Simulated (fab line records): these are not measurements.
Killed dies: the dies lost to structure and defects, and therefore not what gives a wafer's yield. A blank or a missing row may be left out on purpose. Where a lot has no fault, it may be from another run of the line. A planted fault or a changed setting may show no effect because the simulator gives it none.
Which tool is to blame? / flow gf180mcu / 12 lots, 36 wafers sampled, at 6 steps of a route of 602

WHAT THE GAUGES READ, wafer by wafer
GF_VT_IMPLANT_TW_MEAS_10. Usual: VT_IMPLANT_TW gives 558 (standard deviation 4.7).
lot=L818; measured=day 5 21:16; on=filmMetro-04; VT_IMPLANT_TW=556 557 556; flag=
lot=L821; measured=day 6 14:56; on=filmMetro-03; VT_IMPLANT_TW=562 559 560; flag=
lot=L823; measured=day 7 05:35; on=filmMetro-04; VT_IMPLANT_TW=554 554 553; flag=
lot=L824; measured=day 7 09:19; on=filmMetro-02; VT_IMPLANT_TW=559 558 560; flag=
lot=L825; measured=day 7 17:35; on=filmMetro-02; VT_IMPLANT_TW=560 560 562; flag=
lot=L830; measured=day 8 21:40; on=filmMetro-04; VT_IMPLANT_TW=551 551 550; flag=
lot=L832; measured=day 9 13:02; on=filmMetro-03; VT_IMPLANT_TW=569 563 566; flag=
lot=L834; measured=day 9 23:34; on=filmMetro-02; VT_IMPLANT_TW=562 560 561; flag=
lot=L836; measured=day 10 12:40; on=filmMetro-02; VT_IMPLANT_TW=562 562 559; flag=
lot=L837; measured=day 10 17:52; on=filmMetro-04; VT_IMPLANT_TW=553 554 550; flag=
lot=L839; measured=day 11 05:52; on=filmMetro-03; VT_IMPLANT_TW=561 560 563; flag=
lot=L840; measured=day 11 13:25; on=filmMetro-02; VT_IMPLANT_TW=561 562 563; flag=

GF_HV_LDD_CD_MEAS_19: target cd 400 nm. Usual: cdNm at 400.4 nm, with a standard deviation of 2.
lot=L818; measured=day 11 01:23; on=cdSem-01; cdNm (nm)=399.9 399.3 398.9; flag=
lot=L821; measured=day 11 22:17; on=cdSem-01; cdNm (nm)=402.6 400.6 401.8; flag=
lot=L823; measured=day 12 22:56; on=cdSem-02; cdNm (nm)=401.7 398.0 400.5; flag=
lot=L824; measured=day 13 00:29; on=cdSem-02; cdNm (nm)=400.0 398.1 400.3; flag=
lot=L825; measured=day 13 05:37; on=cdSem-01; cdNm (nm)=402.9 398.0 399.6; flag=
lot=L830; measured=day 14 22:19; on=cdSem-01; cdNm (nm)=405.1 402.6 402.8; flag=
lot=L832; measured=day 15 23:07; on=cdSem-01; cdNm (nm)=396.7 396.9 396.6; flag=
lot=L834; measured=day 16 03:34; on=cdSem-01; cdNm (nm)=398.2 399.0 404.2; flag=
lot=L836; measured=day 17 04:01; on=cdSem-02; cdNm (nm)=398.7 399.2 400.6; flag=
lot=L837; measured=day 17 03:47; on=cdSem-01; cdNm (nm)=402.9 401.2 399.0; flag=
lot=L839; measured=day 17 20:55; on=cdSem-01; cdNm (nm)=404.5 401.8 404.5; flag=
lot=L840; measured=day 18 01:35; on=cdSem-02; cdNm (nm)=401.2 399.8 399.2; flag=

GF_HV_LDD_TW_MEAS_23. Usual: HV_LDD_2_TW gives 1048 (standard deviation 9.9).
lot=L818; measured=day 11 01:47; on=filmMetro-03; HV_LDD_2_TW=1058 1059 1055; flag=
lot=L821; measured=day 11 22:40; on=filmMetro-01; HV_LDD_2_TW=1038 1042 1039; flag=
lot=L823; measured=day 12 23:20; on=filmMetro-04; HV_LDD_2_TW=1052 1055 1053; flag=
lot=L824; measured=day 13 00:53; on=filmMetro-03; HV_LDD_2_TW=1059 1057 1063; flag=
lot=L825; measured=day 13 06:00; on=filmMetro-03; HV_LDD_2_TW=1062 1061 1058; flag=
lot=L830; measured=day 14 22:44; on=filmMetro-01; HV_LDD_2_TW=1034 1035 1032; flag=
lot=L832; measured=day 15 23:30; on=filmMetro-03; HV_LDD_2_TW=1059 1062 1053; flag=
lot=L834; measured=day 16 03:57; on=filmMetro-01; HV_LDD_2_TW=1041 1036 1045; flag=
lot=L836; measured=day 17 04:26; on=filmMetro-01; HV_LDD_2_TW=1043 1053 1048; flag=
lot=L837; measured=day 17 04:11; on=filmMetro-03; HV_LDD_2_TW=1066 1067 1064; flag=
lot=L839; measured=day 17 21:20; on=filmMetro-01; HV_LDD_2_TW=1052 1050 1046; flag=
lot=L840; measured=day 18 01:59; on=filmMetro-04; HV_LDD_2_TW=1038 1031 1031; flag=

GF_HV_LDD_TW_MEAS_50. Usual: HV_LDD_4_TW gives 564 (standard deviation 5.9).
lot=L818; measured=day 12 22:59; on=filmMetro-01; HV_LDD_4_TW=559 558 557; flag=
lot=L821; measured=day 13 20:18; on=filmMetro-04; HV_LDD_4_TW=563 568 563; flag=
lot=L823; measured=day 14 16:30; on=filmMetro-04; HV_LDD_4_TW=30 29 29; flag=OFF
lot=L824; measured=day 14 18:50; on=filmMetro-04; HV_LDD_4_TW=29 29 29; flag=OFF
lot=L825; measured=day 14 23:23; on=filmMetro-04; HV_LDD_4_TW=553 559 560; flag=
lot=L830; measured=day 16 18:44; on=filmMetro-04; HV_LDD_4_TW=558 558 556; flag=
lot=L832; measured=day 17 21:58; on=filmMetro-01; HV_LDD_4_TW=563 563 565; flag=
lot=L834; measured=day 18 02:53; on=filmMetro-04; HV_LDD_4_TW=559 559 557; flag=
lot=L836; measured=day 19 04:05; on=filmMetro-04; HV_LDD_4_TW=562 558 561; flag=
lot=L837; measured=day 19 03:48; on=filmMetro-03; HV_LDD_4_TW=573 573 574; flag=
lot=L839; measured=day 19 23:14; on=filmMetro-01; HV_LDD_4_TW=560 558 558; flag=
lot=L840; measured=day 20 03:29; on=filmMetro-01; HV_LDD_4_TW=564 561 561; flag=

TOOL THAT RAN EACH LOT (tool first, then ch and the chambers of the sampled wafers, then the start)
lot=L818; GF_HV_LDD_STRIP_37=plasmaAsher-01 ch 0,1, day 11 21:45; GF_HV_LDD_STRIP_49=plasmaAsher-01 ch 0, day 12 22:53
lot=L821; GF_HV_LDD_STRIP_37=plasmaAsher-01 ch 0,1, day 13 00:16; GF_HV_LDD_STRIP_49=plasmaAsher-02 ch 0,1, day 13 20:13
lot=L823; GF_HV_LDD_STRIP_37=plasmaAsher-01 ch 0,1, day 13 19:28; GF_HV_LDD_STRIP_49=plasmaAsher-02 ch 0,1, day 14 16:25
lot=L824; GF_HV_LDD_STRIP_37=plasmaAsher-01 ch 0,1, day 13 21:35; GF_HV_LDD_STRIP_49=plasmaAsher-02 ch 0,1, day 14 18:44
lot=L825; GF_HV_LDD_STRIP_37=plasmaAsher-02 ch 0,1, day 14 02:19; GF_HV_LDD_STRIP_49=plasmaAsher-02 ch 0,1, day 14 23:17
lot=L830; GF_HV_LDD_STRIP_37=plasmaAsher-03 ch 0,1, day 15 20:20; GF_HV_LDD_STRIP_49=plasmaAsher-03 ch 0,1, day 16 18:38
lot=L832; GF_HV_LDD_STRIP_37=plasmaAsher-01 ch 0,1, day 16 22:58; GF_HV_LDD_STRIP_49=plasmaAsher-02 ch 0,1, day 17 21:53
lot=L834; GF_HV_LDD_STRIP_37=plasmaAsher-01 ch 0, day 17 03:38; GF_HV_LDD_STRIP_49=plasmaAsher-01 ch 0,1, day 18 02:47
lot=L836; GF_HV_LDD_STRIP_37=plasmaAsher-01 ch 0,1, day 18 04:26; GF_HV_LDD_STRIP_49=plasmaAsher-02 ch 0,1, day 19 03:59
lot=L837; GF_HV_LDD_STRIP_37=plasmaAsher-02 ch 0,1, day 18 04:17; GF_HV_LDD_STRIP_49=plasmaAsher-01 ch 0,1, day 19 03:42
lot=L839; GF_HV_LDD_STRIP_37=plasmaAsher-01 ch 0,1, day 18 22:28; GF_HV_LDD_STRIP_49=plasmaAsher-03 ch 0,1, day 19 23:08
lot=L840; GF_HV_LDD_STRIP_37=plasmaAsher-02 ch 0,1, day 19 02:53; GF_HV_LDD_STRIP_49=plasmaAsher-01 ch 0,1, day 20 03:23
- GF_HV_LDD_STRIP_37: strips in O2/N2.
- GF_HV_LDD_STRIP_49: strips in O2/N2.

WHAT THE TOOLS THEMSELVES READ (means of the sampled wafers that have a number; where no wafer has one, the mark that the record gives instead)
GF_HV_LDD_STRIP_37. Usual: chamberPressureMTorr 1499.9 mTorr, standard deviation 1.3; drypumpMotorCurrentA 6.1 A, standard deviation 0.42; heaterPowerW 353 W, standard deviation 32; oesProductAu 0.717 a.u., standard deviation 0.0042; stripTimeToEndpointS 12.59 s, standard deviation 0.035.
lot=L818; tool=plasmaAsher-01; chamberPressureMTorr (mTorr)=1499.5; drypumpMotorCurrentA (A)=6.3; heaterPowerW (W)=338; oesProductAu (a.u.)=0.719; stripTimeToEndpointS (s)=12.67; flag=
lot=L821; tool=plasmaAsher-01; chamberPressureMTorr (mTorr)=1499.2; drypumpMotorCurrentA (A)=6.5; heaterPowerW (W)=337; oesProductAu (a.u.)=0.720; stripTimeToEndpointS (s)=12.55; flag=
lot=L823; tool=plasmaAsher-01; chamberPressureMTorr (mTorr)=-; drypumpMotorCurrentA (A)=-; heaterPowerW (W)=-; oesProductAu (a.u.)=-; stripTimeToEndpointS (s)=-; flag=OFF
lot=L824; tool=plasmaAsher-01; chamberPressureMTorr (mTorr)=-; drypumpMotorCurrentA (A)=-; heaterPowerW (W)=-; oesProductAu (a.u.)=-; stripTimeToEndpointS (s)=-; flag=OFF
lot=L825; tool=plasmaAsher-02; chamberPressureMTorr (mTorr)=1499.7; drypumpMotorCurrentA (A)=5.7; heaterPowerW (W)=402; oesProductAu (a.u.)=0.718; stripTimeToEndpointS (s)=12.58; flag=
lot=L830; tool=plasmaAsher-03; chamberPressureMTorr (mTorr)=1499.6; drypumpMotorCurrentA (A)=5.5; heaterPowerW (W)=321; oesProductAu (a.u.)=0.715; stripTimeToEndpointS (s)=12.60; flag=
lot=L832; tool=plasmaAsher-01; chamberPressureMTorr (mTorr)=1500.4; drypumpMotorCurrentA (A)=6.3; heaterPowerW (W)=339; oesProductAu (a.u.)=0.716; stripTimeToEndpointS (s)=12.61; flag=
lot=L834; tool=plasmaAsher-01; chamberPressureMTorr (mTorr)=1499.6; drypumpMotorCurrentA (A)=6.6; heaterPowerW (W)=331; oesProductAu (a.u.)=0.717; stripTimeToEndpointS (s)=12.60; flag=
lot=L836; tool=plasmaAsher-01; chamberPressureMTorr (mTorr)=1498.8; drypumpMotorCurrentA (A)=6.3; heaterPowerW (W)=339; oesProductAu (a.u.)=0.719; stripTimeToEndpointS (s)=12.59; flag=
lot=L837; tool=plasmaAsher-02; chamberPressureMTorr (mTorr)=1499.4; drypumpMotorCurrentA (A)=5.7; heaterPowerW (W)=403; oesProductAu (a.u.)=0.717; stripTimeToEndpointS (s)=12.56; flag=
lot=L839; tool=plasmaAsher-01; chamberPressureMTorr (mTorr)=1499.8; drypumpMotorCurrentA (A)=6.5; heaterPowerW (W)=332; oesProductAu (a.u.)=0.717; stripTimeToEndpointS (s)=12.60; flag=
lot=L840; tool=plasmaAsher-02; chamberPressureMTorr (mTorr)=1498.7; drypumpMotorCurrentA (A)=5.7; heaterPowerW (W)=403; oesProductAu (a.u.)=0.719; stripTimeToEndpointS (s)=12.55; flag=

GF_HV_LDD_STRIP_49. Usual: chamberPressureMTorr 1500.1 mTorr, standard deviation 1.4; drypumpMotorCurrentA 5.9 A, standard deviation 0.43; heaterPowerW 347 W, standard deviation 34; oesProductAu 0.716 a.u., standard deviation 0.0047; stripTimeToEndpointS 12.63 s, standard deviation 0.037.
lot=L818; tool=plasmaAsher-01; chamberPressureMTorr (mTorr)=1500.2; drypumpMotorCurrentA (A)=6.6; heaterPowerW (W)=335; oesProductAu (a.u.)=0.716; stripTimeToEndpointS (s)=12.62; flag=
lot=L821; tool=plasmaAsher-02; chamberPressureMTorr (mTorr)=1501.1; drypumpMotorCurrentA (A)=5.7; heaterPowerW (W)=403; oesProductAu (a.u.)=0.719; stripTimeToEndpointS (s)=12.64; flag=
lot=L823; tool=plasmaAsher-02; chamberPressureMTorr (mTorr)=1499.3; drypumpMotorCurrentA (A)=5.7; heaterPowerW (W)=397; oesProductAu (a.u.)=0.714; stripTimeToEndpointS (s)=27.53; flag=OFF
lot=L824; tool=plasmaAsher-02; chamberPressureMTorr (mTorr)=1501.0; drypumpMotorCurrentA (A)=5.7; heaterPowerW (W)=410; oesProductAu (a.u.)=0.717; stripTimeToEndpointS (s)=27.60; flag=OFF
lot=L825; tool=plasmaAsher-02; chamberPressureMTorr (mTorr)=1501.0; drypumpMotorCurrentA (A)=5.7; heaterPowerW (W)=398; oesProductAu (a.u.)=0.715; stripTimeToEndpointS (s)=12.60; flag=
lot=L830; tool=plasmaAsher-03; chamberPressureMTorr (mTorr)=1500.2; drypumpMotorCurrentA (A)=5.5; heaterPowerW (W)=316; oesProductAu (a.u.)=0.719; stripTimeToEndpointS (s)=12.58; flag=
lot=L832; tool=plasmaAsher-02; chamberPressureMTorr (mTorr)=1499.5; drypumpMotorCurrentA (A)=5.7; heaterPowerW (W)=402; oesProductAu (a.u.)=0.713; stripTimeToEndpointS (s)=12.67; flag=
lot=L834; tool=plasmaAsher-01; chamberPressureMTorr (mTorr)=1500.5; drypumpMotorCurrentA (A)=6.5; heaterPowerW (W)=339; oesProductAu (a.u.)=0.716; stripTimeToEndpointS (s)=12.61; flag=
lot=L836; tool=plasmaAsher-02; chamberPressureMTorr (mTorr)=1499.3; drypumpMotorCurrentA (A)=5.7; heaterPowerW (W)=399; oesProductAu (a.u.)=0.710; stripTimeToEndpointS (s)=12.68; flag=
lot=L837; tool=plasmaAsher-01; chamberPressureMTorr (mTorr)=1499.9; drypumpMotorCurrentA (A)=6.3; heaterPowerW (W)=343; oesProductAu (a.u.)=0.719; stripTimeToEndpointS (s)=12.62; flag=
lot=L839; tool=plasmaAsher-03; chamberPressureMTorr (mTorr)=1499.3; drypumpMotorCurrentA (A)=5.5; heaterPowerW (W)=318; oesProductAu (a.u.)=0.717; stripTimeToEndpointS (s)=12.57; flag=
lot=L840; tool=plasmaAsher-01; chamberPressureMTorr (mTorr)=1500.0; drypumpMotorCurrentA (A)=6.3; heaterPowerW (W)=346; oesProductAu (a.u.)=0.713; stripTimeToEndpointS (s)=12.64; flag=

THE ANSWER, worked out from the rows above alone
Rule: lot off if the mean of its wafers having a number is beyond 3 standard deviations from the usual mean. Also off: a lot with no number at a reading for which 4 or more lots have one. Where the step has rows for the other lots, those lots are counted as sound. First the gauges in route order, then the tools' own readings, where a lot's mean is used as printed above. At the first step where some lot is off, the reading lying furthest off is the one used; lots without a number count as furthest.
Off: at GF_HV_LDD_TW_MEAS_50 (HV_LDD_4_TW), L823, L824.
A tool fits if, at a process step before that reading, it ran every lot that is off, and no sound lot after the first of them. The gauges at GF_HV_LDD_TW_MEAS_50 aren't tried: what is off there is off at GF_HV_LDD_STRIP_37 too, on other tools, and a gauge's error can't cause that. None of those tried fits.

WHAT THE SIMULATOR HAD PUT IN
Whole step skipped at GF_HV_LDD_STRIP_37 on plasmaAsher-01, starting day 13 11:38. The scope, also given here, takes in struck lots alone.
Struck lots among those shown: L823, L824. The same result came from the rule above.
